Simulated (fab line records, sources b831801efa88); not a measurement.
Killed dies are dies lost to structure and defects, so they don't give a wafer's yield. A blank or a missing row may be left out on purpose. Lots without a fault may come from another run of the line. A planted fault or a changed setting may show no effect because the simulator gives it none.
fab line records | flow sky130 | part 2 of 2: steps 42 to 42 of 42
record lots=6 wafers=18 last_day=49
route steps=708 shown SD_P@327 RES_XHIGH@332 SD_N@342 SALICIDE@361 LI_CONTACT@362 PAD_OPEN@708
lots that met no fault: from a run of the same line without faults
start_h: hours from the record's first day to the start of the lot's first wafer shown | wait_h: hours since the lot's step before | " the same as in the row above | L1.1+2: a row that stands for several wafers | - no value, or no start given | * or withheld: withheld | < > ~ a bound
route shown NAME@n: a module of which the file shows steps, and the number in the route of the first | usual: mean/standard deviation of fault-free wafers | same: alike in all rows | chamber/n: place in a boat | sites: the reading at each site | _std_site: their standard deviation | _edge_site: outer sites' mean less inner sites' | radius_mm: how far each site lies from the wafer's centre | mask NAME#n: copy n | behind: the tool/chamber that last shaped the wafer | hold: why the lot was held/for how many hours/how that ended | device: the transistor (n, p or np) that didn't switch | end of line: the same wafers' tests at the end of the route | a step without rows: its recipe alone | killed: dies lost to structure and defects at the first sort, not the wafer's yield | map: a wafer's dies, x killed, . not, _ none there
set.NAME: the setting as run; set.NAME@STEP: as run at that earlier step | model.NAME: the simulator's own value behind a step, which no gauge read
lots at some steps of the route; a table a step, a row a wafer
services: from which hour (start_h, from the record's first day; less than 0 if before it) a tool's chamber was out of use, for how many hours, and why
## steps
# step SKY_PAD_OPEN_PROBE_99
# usual killed_at_M0_to_M3=43/7.3 killed_at_M4_up=3.1/1.8 killed_at_contacts=24/5.4 killed_at_front_end=15/4.1 killed_at_other=0.2/0.52 killed_dies=86/10 killed_open=47/7.3 killed_short=39/6.4
# same gross_dies=492 killed_at_back_side=0
# columns lot.wafer tool chamber start_h wait_h killed_at_M0_to_M3 killed_at_M4_up killed_at_contacts killed_at_front_end killed_at_other killed_dies killed_open killed_short model.etest.res_xhigh_po.rs_ohm_sq_rim_less_centre model.etest.res_xhigh_po.rs_ohm_sq_range
L219.2 prober-02 - 1104.36 0.1 43 7 24 21 0 95 55 39 -38.59 51.05
L219.4 prober-02 - 1104.46 0.2 44 5 16 18 1 84 45 39 -35.54 49.91
L219.5 prober-02 - 1104.51 0.2 31 1 24 15 0 71 37 34 -30.54 37.55
L220.1 prober-01 - 1116.31 0.1 46 3 16 29 1 95 45 49 77.1 119.1
L220.3 prober-01 - 1116.41 0.2 56 0 21 15 1 93 46 47 72.09 104.6
L220.5 prober-01 - 1116.51 0.2 43 6 17 23 2 91 48 42 78.18 99.96
L221.2 prober-02 - 1117.11 0.1 49 4 33 18 1 105 62 43 -52.72 64.35
L221.3 prober-02 - 1117.16 0.2 48 3 23 17 0 91 51 40 -36.48 63.66
L221.6 prober-02 - 1117.31 0.2 43 2 33 12 0 90 52 38 -49.38 62.24
L225.4 prober-02 - 1142.25 0.2 43 3 27 10 0 83 49 34 -42.12 53.97
L225.5 prober-02 - 1142.30 0.2 38 3 23 14 0 78 40 38 -13.95 49.89
L225.6 prober-02 - 1142.35 0.2 35 2 38 15 0 90 43 47 -20.98 36.4
L231.1 prober-01 - 1178.60 0.1 33 1 20 12 0 66 36 29 -110.2 130.6
L231.2 prober-01 - 1178.65 0.1 41 0 33 11 0 85 46 39 -109.8 129.6
L231.3 prober-01 - 1178.70 0.2 51 4 29 11 0 95 54 41 -106.6 129.5
L233.1 prober-02 - 1184.02 0.1 30 3 22 13 0 68 39 29 -254.5 295
L233.5 prober-02 - 1184.22 0.2 46 7 28 13 1 95 55 40 -211.5 242.1
L233.6 prober-02 - 1184.27 0.2 52 6 22 14 0 94 46 48 -231.2 253.4
# killed by level:class
L219.2 VIA1:geometric_particle:open=12 LI_CONTACT:geometric_particle:open=9 CONTACT:geometric_particle:open=9 FIELD_ISO:geometric_particle:open=8 METAL2:geometric_particle:short=8 VIA3:geometric_particle:open=6 METAL4:geometric_particle:short=5 FIELD_ISO:geometric_particle:short=4
L219.4 VIA1:geometric_particle:open=13 VIA3:geometric_particle:open=8 METAL1:geometric_particle:short=6 CONTACT:geometric_particle:open=6 FIELD_ISO:geometric_particle:short=5 LI_CONTACT:geometric_particle:open=4 VIA1:geometric_particle:short=4 VIA2:geometric_particle:open=4
L219.5 CONTACT:geometric_particle:open=11 LI_CONTACT:geometric_particle:open=7 VIA1:geometric_particle:open=7 METAL2:geometric_particle:short=6 POLY_GATE:geometric_particle:open=4 METAL3:geometric_particle:short=4 METAL1:geometric_particle:short=4 FIELD_ISO:geometric_particle:open=3
L220.1 VIA1:geometric_particle:open=12 FIELD_ISO:geometric_particle:short=8 POLY_GATE:geometric_particle:open=6 METAL2:geometric_particle:short=6 VIA3:geometric_particle:open=6 FIELD_ISO:geometric_particle:open=5 CONTACT:geometric_particle:open=5 VIA1:geometric_particle:short=5
L220.3 VIA1:geometric_particle:open=13 METAL2:geometric_particle:short=10 METAL1:geometric_particle:short=7 LI_CONTACT:geometric_particle:open=7 VIA1:geometric_particle:short=7 VIA2:geometric_particle:open=6 POLY_GATE:geometric_particle:open=5 POLY_GATE:geometric_particle:short=4
L220.5 VIA1:geometric_particle:open=12 FIELD_ISO:geometric_particle:short=8 CONTACT:geometric_particle:open=7 VIA1:geometric_particle:short=6 POLY_GATE:geometric_particle:short=5 POLY_GATE:geometric_particle:open=5 VIA3:geometric_particle:open=5 METAL4:geometric_particle:short=5
L221.2 CONTACT:geometric_particle:open=13 VIA1:geometric_particle:open=11 LI_CONTACT:geometric_particle:open=11 METAL3:geometric_particle:short=8 FIELD_ISO:geometric_particle:open=7 VIA1:geometric_particle:short=7 VIA3:geometric_particle:open=6 VIA2:geometric_particle:open=5
L221.3 VIA1:geometric_particle:open=13 CONTACT:geometric_particle:open=10 VIA3:geometric_particle:open=8 CONTACT:geometric_particle:short=7 FIELD_ISO:geometric_particle:open=6 VIA1:geometric_particle:short=5 METAL2:geometric_particle:short=5 POLY_GATE:geometric_particle:short=4
L221.6 CONTACT:geometric_particle:open=15 VIA1:geometric_particle:open=8 FIELD_ISO:geometric_particle:open=6 VIA3:geometric_particle:short=6 LI_CONTACT:geometric_particle:open=6 VIA3:geometric_particle:open=6 CONTACT:geometric_particle:short=6 METAL1:geometric_particle:short=5
L225.4 VIA3:geometric_particle:open=10 CONTACT:geometric_particle:open=9 VIA2:geometric_particle:open=8 LI_CONTACT:geometric_particle:open=7 CONTACT:geometric_particle:short=6 VIA1:geometric_particle:open=5 METAL2:geometric_particle:short=5 VIA2:geometric_particle:short=5
L225.5 LI_CONTACT:geometric_particle:open=9 VIA1:geometric_particle:open=8 CONTACT:geometric_particle:open=6 VIA2:geometric_particle:open=6 FIELD_ISO:geometric_particle:short=5 METAL1:geometric_particle:short=5 VIA1:geometric_particle:short=5 LOCAL_INTERCONNECT:geometric_particle:short=4
L225.6 CONTACT:geometric_particle:open=13 METAL1:geometric_particle:short=9 CONTACT:geometric_particle:short=7 FIELD_ISO:geometric_particle:short=6 LOCAL_INTERCONNECT:geometric_particle:short=6 VIA2:geometric_particle:open=6 LI_CONTACT:geometric_particle:open=5 VIA1:geometric_particle:open=5
L231.1 VIA1:geometric_particle:open=9 LI_CONTACT:geometric_particle:open=7 VIA1:geometric_particle:short=6 METAL2:geometric_particle:short=5 CONTACT:geometric_particle:open=5 FIELD_ISO:geometric_particle:short=4 LOCAL_INTERCONNECT:geometric_particle:short=4 CONTACT:geometric_particle:short=3
L231.2 CONTACT:geometric_particle:open=11 VIA1:geometric_particle:open=8 VIA3:geometric_particle:open=7 LOCAL_INTERCONNECT:geometric_particle:short=6 CONTACT:geometric_particle:short=5 LI_CONTACT:geometric_particle:open=5 LI_CONTACT:geometric_particle:short=5 VIA2:geometric_particle:short=5
L231.3 VIA1:geometric_particle:open=16 CONTACT:geometric_particle:open=14 VIA1:geometric_particle:short=7 VIA2:geometric_particle:open=7 METAL3:geometric_particle:short=6 LOCAL_INTERCONNECT:geometric_particle:short=5 CONTACT:geometric_particle:short=5 METAL2:geometric_particle:short=5
L233.1 CONTACT:geometric_particle:open=11 VIA1:geometric_particle:open=7 FIELD_ISO:geometric_particle:open=5 CONTACT:geometric_particle:short=5 METAL2:geometric_particle:short=5 METAL1:geometric_particle:short=5 VIA3:geometric_particle:open=5 POLY_GATE:geometric_particle:open=3
L233.5 LI_CONTACT:geometric_particle:open=14 METAL1:geometric_particle:short=10 CONTACT:geometric_particle:open=9 VIA1:geometric_particle:open=9 VIA2:geometric_particle:open=9 VIA1:geometric_particle:short=7 FIELD_ISO:geometric_particle:open=6 METAL4:geometric_particle:short=5
L233.6 VIA3:geometric_particle:open=10 CONTACT:geometric_particle:open=8 VIA1:geometric_particle:open=8 METAL1:geometric_particle:short=6 METAL3:geometric_particle:short=6 LI_CONTACT:geometric_particle:open=5 METAL2:geometric_particle:short=5 VIA2:geometric_particle:short=5
## services
# columns tool chamber start_h hours kind
cmp-02 - 612.81 0.9 repair
rtp_anneal-02 - 617.16 11.7 pm
cmp-01 - 617.58 1.6 repair
cmp-01 - 619.81 1.7 repair
plasma_asher-03 - 621.64 1.5 repair
implanter-02 - 635.71 6.2 repair
cmp-01 - 641.12 0.4 repair
plasma_asher-02 - 644.63 14.6 pm
cmp-01 - 651.59 3.9 repair
plasma_asher-01 - 657.68 0.9 repair
plasma_asher-01 - 663.05 3.1 repair
plasma_asher-03 - 679.74 5.6 repair
plasma_asher-01 - 688.58 8.7 repair
cmp-02 - 717.73 6.8 repair
plasma_asher-04 - 723.76 2.8 pm
cmp-02 - 723.81 9.9 repair
plasma_asher-03 - 733.75 9.0 pm
cmp-02 - 744.17 4.0 pm
cmp-01 - 759.37 3.3 repair
implanter-02 - 760.93 1.7 repair
cmp-01 - 762.76 0.4 repair
implanter-02 - 765.85 1.1 repair
plasma_asher-04 - 775.26 2.3 repair
plasma_asher-01 - 776.04 47.9 pm
## key
first_sign none at tools or gauges
model_effect step=SKY_PAD_OPEN_PROBE_99 value=etest.res_xhigh_po.rs_ohm_sq_rim_less_centre without=12.42 struck=-170.6
met_at SKY_RES_XHIGH_IMPLANT_07
struck_wafers L231.1,L231.2,L231.3,L233.1,L233.5,L233.6
tester_left_out L231,L233
onset_between 675.39 769.32
also_fits time
fault kind=process_parameter_drift tool=implanter-02 chamber=- onset_h=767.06 steps=SKY_RES_XHIGH_IMPLANT_07 channel=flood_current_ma offset=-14 shape=step end_h=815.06
# tester_left_out: of these lots the tester's yield and bins aren't shown, on N5 and GAA mostly nor the transistor test; their killed dies are dies lost to structure and defects alone, not to doping, threshold or leakage, so they don't give the yield
